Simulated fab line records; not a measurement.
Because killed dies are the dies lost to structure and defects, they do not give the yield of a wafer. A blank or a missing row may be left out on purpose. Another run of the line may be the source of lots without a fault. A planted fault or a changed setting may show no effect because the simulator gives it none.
Which tool is to blame? | flow sky130 | Sampling: 7 lots, 21 wafers, 4 of 708 route steps

== WHAT THE GAUGES SHOWED, per wafer ==
SKY_SD_N_TW_MEAS_12.
lot  | measured     | on           | SD_N_TW
L225 | day 28 16:49 | filmMetro-02 | 3991 3960 3967
L230 | day 30 18:28 | filmMetro-04 | 3972 3953 3976
L234 | day 31 16:44 | filmMetro-04 | 3925 3936 3940
L236 | day 32 19:27 | filmMetro-02 | 1384 1393 1381
L238 | day 33 05:40 | filmMetro-03 | 4004 3988 3982
L243 | day 35 00:23 | filmMetro-02 | 3952 3960 3981
L246 | day 35 06:49 | filmMetro-02 | 3995 3974 3997

== EACH LOT AND THE TOOL THAT RAN IT (in order: tool; ch and the chambers of the sampled wafers; start) ==
lot  | SKY_SD_P_STRIP_10                   | SKY_SD_N_IMPLANT_09             | SKY_SD_N_STRIP_11
L225 | plasmaAsher-03 ch 0,1, day 26 07:12 | implanter-01 ch 0, day 28 16:28 | plasmaAsher-03 ch 0,1, day 28 16:43
L230 | plasmaAsher-02 ch 0,1, day 28 10:34 | implanter-01 ch 0, day 30 18:04 | plasmaAsher-01 ch 0,1, day 30 18:22
L234 | plasmaAsher-02 ch 0,1, day 29 08:15 | implanter-03 ch 0, day 31 16:22 | plasmaAsher-01 ch 0,1, day 31 16:38
L236 | plasmaAsher-02 ch 0,1, day 30 11:21 | implanter-03, day 32 19:05      | plasmaAsher-04 ch 0,1, day 32 19:22
L238 | plasmaAsher-03 ch 0,1, day 30 23:07 | implanter-03 ch 0, day 33 05:16 | plasmaAsher-03 ch 0,1, day 33 05:34
L243 | plasmaAsher-03 ch 0,1, day 32 19:07 | implanter-01 ch 0, day 35 00:01 | plasmaAsher-01 ch 0,1, day 35 00:17
L246 | plasmaAsher-03 ch 0,1, day 33 01:13 | implanter-03 ch 0, day 35 06:26 | plasmaAsher-01 ch 1, day 35 06:43
- SKY_SD_P_STRIP_10: strips in O2/N2.
- SKY_SD_N_IMPLANT_09
- SKY_SD_N_STRIP_11: strips in O2/N2.

== THE ANSWER, worked out from the rows above alone ==
Rule: the lots themselves supply what counts as usual. The widest of any qualifying gaps counts: lots, ordered by their means at a reading, are off when they make up no more than a third of the lots, leave a main group of 4 or more, and stand apart from it by 3 or more times the standard deviation of that group's means. A main group is skipped when, at the precision printed for the reading in the tables above, its means are all equal. A lot without any number at a reading at which 4 lots or more have one is off too. Any other lot the step has rows for is counted as sound.
Off: at SKY_SD_N_TW_MEAS_12 (SD_N_TW), L236. For the main group the mean is 3970 and the standard deviation 19.
A tool fits if, at a process step before that reading, it ran every lot that is off, and no sound lot after the first of them. The gauges at SKY_SD_N_TW_MEAS_12 are tried like those tools. 2 tools fit, plasmaAsher-02 at SKY_SD_P_STRIP_10 and plasmaAsher-04 at SKY_SD_N_STRIP_11, so this cannot tell which one it is.

== WHAT THE SIMULATOR HAD INSERTED ==
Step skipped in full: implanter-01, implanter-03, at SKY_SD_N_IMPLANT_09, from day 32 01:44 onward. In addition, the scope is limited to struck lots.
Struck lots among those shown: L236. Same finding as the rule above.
